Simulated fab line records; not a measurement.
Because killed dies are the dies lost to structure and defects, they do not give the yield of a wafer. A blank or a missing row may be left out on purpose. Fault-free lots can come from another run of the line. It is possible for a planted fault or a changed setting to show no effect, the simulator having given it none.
Which tool did it? / flow sky130 / Sampling: 14 lots, 42 wafers, 3 of 708 route steps

== WHAT THE GAUGES SHOWED, per wafer ==
SKY_FIELD_ISO_THK_MEAS_25. Usual: FIELD_ISO_CVD_24_THK typically reads 595 nm, with standard deviation 6.7.
lot=L600; measured=day 2 23:28; on=film-metro-04; FIELD_ISO_CVD_24_THK (nm)=585 591 587; flag=
lot=L599; measured=day 2 23:31; on=film-metro-02; FIELD_ISO_CVD_24_THK (nm)=583 589 595; flag=
lot=L602; measured=day 2 23:34; on=film-metro-01; FIELD_ISO_CVD_24_THK (nm)=600 588 591; flag=
lot=L603; measured=day 3 09:14; on=film-metro-01; FIELD_ISO_CVD_24_THK (nm)=589 587 588; flag=
lot=L607; measured=day 4 04:42; on=film-metro-01; FIELD_ISO_CVD_24_THK (nm)=594 603 593; flag=
lot=L609; measured=day 4 11:08; on=film-metro-01; FIELD_ISO_CVD_24_THK (nm)=590 598 584; flag=
lot=L608; measured=day 4 11:49; on=film-metro-04; FIELD_ISO_CVD_24_THK (nm)=588 591 591; flag=
lot=L612; measured=day 5 02:25; on=film-metro-01; FIELD_ISO_CVD_24_THK (nm)=601 590 605; flag=
lot=L613; measured=day 5 08:55; on=film-metro-02; FIELD_ISO_CVD_24_THK (nm)=607 600 595; flag=
lot=L614; measured=day 5 13:19; on=film-metro-04; FIELD_ISO_CVD_24_THK (nm)=596 595 590; flag=
lot=L618; measured=day 6 12:00; on=film-metro-01; FIELD_ISO_CVD_24_THK (nm)=592 597 590; flag=
lot=L619; measured=day 6 17:35; on=film-metro-02; FIELD_ISO_CVD_24_THK (nm)=597 607 592; flag=
lot=L620; measured=day 7 00:21; on=film-metro-04; FIELD_ISO_CVD_24_THK (nm)=591 595 592; flag=
lot=L621; measured=day 7 06:31; on=film-metro-04; FIELD_ISO_CVD_24_THK (nm)=587 601 596; flag=

SKY_PWDE_TW_MEAS_10. Usual: PWDE_TW typically reads 373.0, with standard deviation 2.4.
lot=L600; measured=day 4 13:43; on=film-metro-03; PWDE_TW=376.0 374.3 373.5; flag=
lot=L599; measured=day 4 13:55; on=film-metro-01; PWDE_TW=379.1 378.2 376.6; flag=
lot=L602; measured=day 4 14:50; on=film-metro-03; PWDE_TW=374.7 372.0 373.5; flag=
lot=L603; measured=day 4 23:40; on=film-metro-04; PWDE_TW=371.9 373.5 372.5; flag=
lot=L607; measured=day 5 19:32; on=film-metro-04; PWDE_TW=367.9 369.5 368.7; flag=
lot=L609; measured=day 6 02:51; on=film-metro-03; PWDE_TW=375.4 374.8 374.4; flag=
lot=L608; measured=day 6 03:28; on=film-metro-03; PWDE_TW=374.8 374.9 373.4; flag=
lot=L612; measured=day 6 20:17; on=film-metro-04; PWDE_TW=372.2 370.4 369.5; flag=
lot=L613; measured=day 7 02:54; on=film-metro-04; PWDE_TW=368.9 369.5 371.5; flag=
lot=L614; measured=day 7 08:18; on=film-metro-03; PWDE_TW=371.6 371.3 372.4; flag=
lot=L618; measured=day 8 09:05; on=film-metro-03; PWDE_TW=373.0 372.9 373.2; flag=
lot=L619; measured=day 8 16:14; on=film-metro-03; PWDE_TW=373.8 374.3 373.5; flag=
lot=L620; measured=day 8 22:11; on=film-metro-04; PWDE_TW=373.8 373.4 372.0; flag=
lot=L621; measured=day 9 06:09; on=film-metro-04; PWDE_TW=369.7 371.5 370.5; flag=

SKY_NWELL_OVL_MEAS_10. Usual: NWELL_00_OVL typically reads 0.4 nm, with standard deviation 1.7.
lot=L600; measured=day 5 06:25; on=overlay-02; NWELL_00_OVL (nm)=2.8 1.1 1.4; flag=
lot=L599; measured=day 5 06:56; on=overlay-02; NWELL_00_OVL (nm)=2.4 2.2 2.0; flag=
lot=L602; measured=day 5 07:53; on=overlay-01; NWELL_00_OVL (nm)=2.3 1.5 1.6; flag=
lot=L603; measured=day 5 17:46; on=overlay-01; NWELL_00_OVL (nm)=0.8 1.1 1.4; flag=
lot=L607; measured=day 6 13:52; on=overlay-02; NWELL_00_OVL (nm)=3.1 1.8 1.3; flag=
lot=L609; measured=day 6 21:01; on=overlay-01; NWELL_00_OVL (nm)=-0.7 -2.3 0.4; flag=
lot=L608; measured=day 6 22:25; on=overlay-02; NWELL_00_OVL (nm)=1.8 2.8 1.0; flag=
lot=L612; measured=day 7 16:37; on=overlay-01; NWELL_00_OVL (nm)=-0.5 -0.5 -0.8; flag=
lot=L613; measured=day 7 22:52; on=overlay-02; NWELL_00_OVL (nm)=-0.1 0.9 1.1; flag=
lot=L614; measured=day 8 04:49; on=overlay-02; NWELL_00_OVL (nm)=-2.3 -3.9 -2.2; flag=
lot=L618; measured=day 9 04:48; on=overlay-02; NWELL_00_OVL (nm)=0.6 -0.1 -0.5; flag=
lot=L619; measured=day 9 13:04; on=overlay-01; NWELL_00_OVL (nm)=2.8 3.5 2.7; flag=
lot=L620; measured=day 9 19:13; on=overlay-01; NWELL_00_OVL (nm)=1.8 1.1 1.4; flag=
lot=L621; measured=day 10 03:57; on=overlay-02; NWELL_00_OVL (nm)=-2.7 -0.2 -1.3; flag=

== WHAT TOOL EACH LOT RAN ON (gives the tool, then ch and the chambers of the sampled wafers, and finally the start) ==
There is no process step in the record ahead of these readings.

== WHAT THE TOOLS THEMSELVES READ (means of the sampled wafers that have a number; where no wafer has one, the mark that the record gives instead) ==
The record holds no such reading with a usual standard deviation.

== THE ANSWER, worked out from the rows above alone ==
Rule: lot off if the mean of its wafers having a number is beyond 3 standard deviations from the usual mean. A lot without any number at a reading at which 4 lots or more have one is off too. The other lots that the step has rows for count as sound. The gauges are gone through in route order, then the tools' own readings, and for those a lot's mean is taken as printed above. At the first step where some lot is off, the reading lying furthest off is the one used; lots without a number count as furthest.
No lot is off on any of the readings shown, so nothing can be concluded from this.

== WHAT THE SIMULATOR HAD INSERTED ==
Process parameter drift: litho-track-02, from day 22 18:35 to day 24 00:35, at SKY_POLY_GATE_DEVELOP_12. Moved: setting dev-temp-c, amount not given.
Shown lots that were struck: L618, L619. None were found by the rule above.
